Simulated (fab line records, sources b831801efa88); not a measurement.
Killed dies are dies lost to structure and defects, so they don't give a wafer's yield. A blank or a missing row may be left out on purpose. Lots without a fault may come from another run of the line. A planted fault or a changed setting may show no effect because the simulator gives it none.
A struck lot beside a sound one | flow sky130 | 32 steps out of a route of 708
Sound: wafers L430.2, L430.3, L430.4. Struck: wafers L435.1, L435.4, L435.5. The cause comes at the end.
At each step with rows: each side's tool, then ch and its chambers, then its first start. Under that, the readings that differ: sound wafers | struck wafers | difference of the means | sigmas: that difference in standard deviations of wafers without a fault.
alike: readings whose means differ by less than 2 such deviations, and words and numbers that are the same on both sides. not compared: withheld readings, readings that some wafer has no value for, bounds like >300 that may hide the same value, and numbers for which the record gives no deviation and whose values overlap.
The two part at a step that has a row with sigmas, a row that says differs or no value, or rows on one side only. Numbers that don't overlap but have no deviation are shown without sigmas and don't part them. A reading that every wafer of one side lacks parts them only if that side has two wafers or more.

SKY_PWDE_OVL_MEAS_07:
  sound on overlay-02, day 3 21:36; struck on overlay-01, day 4 23:21
  reading       | sound          | struck      | difference | sigmas
  PWDE_OVL (nm) | -1.2 -0.8 -0.3 | 2.0 3.1 0.7 | +2.7       | +2
then, 1 step without rows for these wafers: SKY_PWDE_IMPLANT_08.
SKY_PWDE_STRIP_09: strips in O2/N2.
  sound on plasma_asher-02 ch 0,1, day 3 21:47; struck on plasma_asher-04 ch 0,1, day 4 23:32
  reading                     | sound          | struck         | difference | sigmas
  drypump_motor_current_A (A) | 5.59 5.60 5.51 | 4.99 5.33 5.01 | -0.46      | -2
  alike: oes_product_au, strip_time_to_endpoint_s
  not compared: rf_hours_counter_h
SKY_PWDE_TW_MEAS_10:
  sound on film_metro-04, day 3 21:53; struck on film_metro-03, day 4 23:38
  alike: PWDE_TW
then, 7 steps without rows for these wafers: SKY_NWELL_DEHYDRATE_03 (time 60 s); SKY_NWELL_HMDS_04 (prime time 60 s); SKY_NWELL_COAT_05 (resist thk 3000 nm); SKY_NWELL_SOFTBAKE_06; SKY_NWELL_EXPOSE_07 (exposes mask NWM, target cd 840 nm); SKY_NWELL_PEB_08; SKY_NWELL_DEVELOP_09 (develop time 60 s).
SKY_NWELL_OVL_MEAS_10:
  sound on overlay-01, day 4 15:03; struck on overlay-02, day 5 16:17
  alike: NWELL_00_OVL
SKY_NWELL_IMPLANT_11:
  sound on implanter-04 ch 0, day 4 15:06; struck on implanter-04 ch 0, day 5 16:19
  reading                   | sound                | struck               | difference | sigmas
  beam_energy_keV           | 400.02 400.14 400.15 | 344.91 344.88 344.81 | -55.24     | -99 or more
  model.implant.rp_nm (nm)  | 501.2 501.2 501.2    | 435.8 435.8 435.8    | -65.4      |
  model.implant.drp_nm (nm) | 116.9 116.9 116.9    | 108 108 108          | -9         |
then, 2 steps without rows for these wafers: SKY_NWELL_IMPLANT_12; SKY_NWELL_IMPLANT_13.
SKY_NWELL_STRIP_14: strips in O2/N2.
  sound on plasma_asher-02 ch 0,1, day 4 15:32; struck on plasma_asher-02 ch 0,1, day 5 16:46
  alike: drypump_motor_current_A, oes_product_au, strip_time_to_endpoint_s
  not compared: rf_hours_counter_h
SKY_NWELL_TW_MEAS_15:
  sound on film_metro-04, day 4 15:38; struck on film_metro-01, day 5 16:52
  reading  | sound          | struck         | difference | sigmas
  NWELL_TW | 1840 1842 1838 | 1768 1764 1768 | -73        | -3
then, 7 steps without rows for these wafers: SKY_NWELL_DEHYDRATE_16 (time 60 s); SKY_NWELL_HMDS_17 (prime time 60 s); SKY_NWELL_COAT_18 (resist thk 3000 nm); SKY_NWELL_SOFTBAKE_19; SKY_NWELL_EXPOSE_20 (exposes mask NWM COMPLEMENT, target cd 840 nm); SKY_NWELL_PEB_21; SKY_NWELL_DEVELOP_22 (develop time 60 s).
SKY_NWELL_OVL_MEAS_23:
  sound on overlay-02, day 5 08:33; struck on overlay-02, day 6 09:53
  alike: NWELL_01_OVL
then, 1 step without rows for these wafers: SKY_NWELL_IMPLANT_24.
SKY_NWELL_STRIP_25: strips in O2/N2.
  sound on plasma_asher-04 ch 0,1, day 5 08:44; struck on plasma_asher-03 ch 0, day 6 10:04
  reading                     | sound       | struck      | difference | sigmas
  drypump_motor_current_A (A) | 5.0 5.3 5.0 | 6.0 6.0 6.0 | +0.9       | +3
  alike: oes_product_au, strip_time_to_endpoint_s
  not compared: rf_hours_counter_h
SKY_NWELL_TW_MEAS_26:
  sound on film_metro-03, day 5 08:50; struck on film_metro-03, day 6 10:10
  alike: NWELL_2_TW
then, 1 step without rows for these wafers: SKY_NWELL_CLEAN_27 (cleans in SC1/SC2, time 150 s).
SKY_NWELL_RTA_28: time 30 s.
  sound on rtp_anneal-02 ch 0, day 5 08:57; struck on rtp_anneal-02 ch 0, day 6 10:16
  alike: lamp_power_pct, wafer_temp_C_max
SKY_NWELL_RS_MEAS_29: measures by four-point-probe.
  sound on film_metro-04, day 5 09:04; struck on film_metro-01, day 6 10:22
  reading           | sound             | struck            | difference | sigmas
  NWELL_RS (ohm/sq) | 621.9 623.4 623.5 | 646.9 648.6 648.9 | +25.2      | +17
-- the record jumps here: 41 days lie between the struck wafers' starts before and after (it left off in module NWELL and takes up again in module PAD_OPEN, whose first step shown is number 708 of the route) --
SKY_PAD_OPEN_PROBE_99:
  sound on prober-01, day 46 00:58; struck on prober-02, day 47 01:37
  reading                                 | sound                         | struck                       | difference | sigmas
  model.etest.pfet_16v.r_on_ohm_um        | 1.54e+04 1.484e+04 1.513e+04  | 1.596e+04 1.577e+04 1.56e+04 | +6.533e+02 |
  model.etest.res_nwell.line_ohm_um       | 1110 1082 1105                | 1667 1574 1535               | +493       |
  model.etest.res_nwell.rs_ohm_sq         | 940.2 903 923.6               | 1327 1266 1244               | +357       |
  model.etest.tip_p_5v.rs_ohm_sq          | 2867 2845 2852                | 2998 2973 2977               | +128       |
  model.etest.nfet_16v.r_on_ohm_um        | 1.412e+04 1.401e+04 1.417e+04 | 1.372e+04 1.36e+04 1.353e+04 | -4.833e+02 |
  model.etest.res_iso_pwell.width_nm (nm) | 2658 2652 2649                | 2670 2691 2682               | +28        |
  alike: killed_at_M0_to_M3, killed_at_M4_up, killed_at_contacts, killed_at_front_end, killed_at_other, killed_dies, killed_open, killed_short
  not compared: model.etest.pfet_g5v0d10v5.r_on_ohm_um, model.etest.tip_p.rs_ohm_sq

WHERE THEY PART
First at SKY_PWDE_OVL_MEAS_07; last, within this record, at SKY_NWELL_RS_MEAS_29. Later steps at which nothing parts them and some readings are alike: SKY_PAD_OPEN_PROBE_99.

WHY: what the simulator had put in
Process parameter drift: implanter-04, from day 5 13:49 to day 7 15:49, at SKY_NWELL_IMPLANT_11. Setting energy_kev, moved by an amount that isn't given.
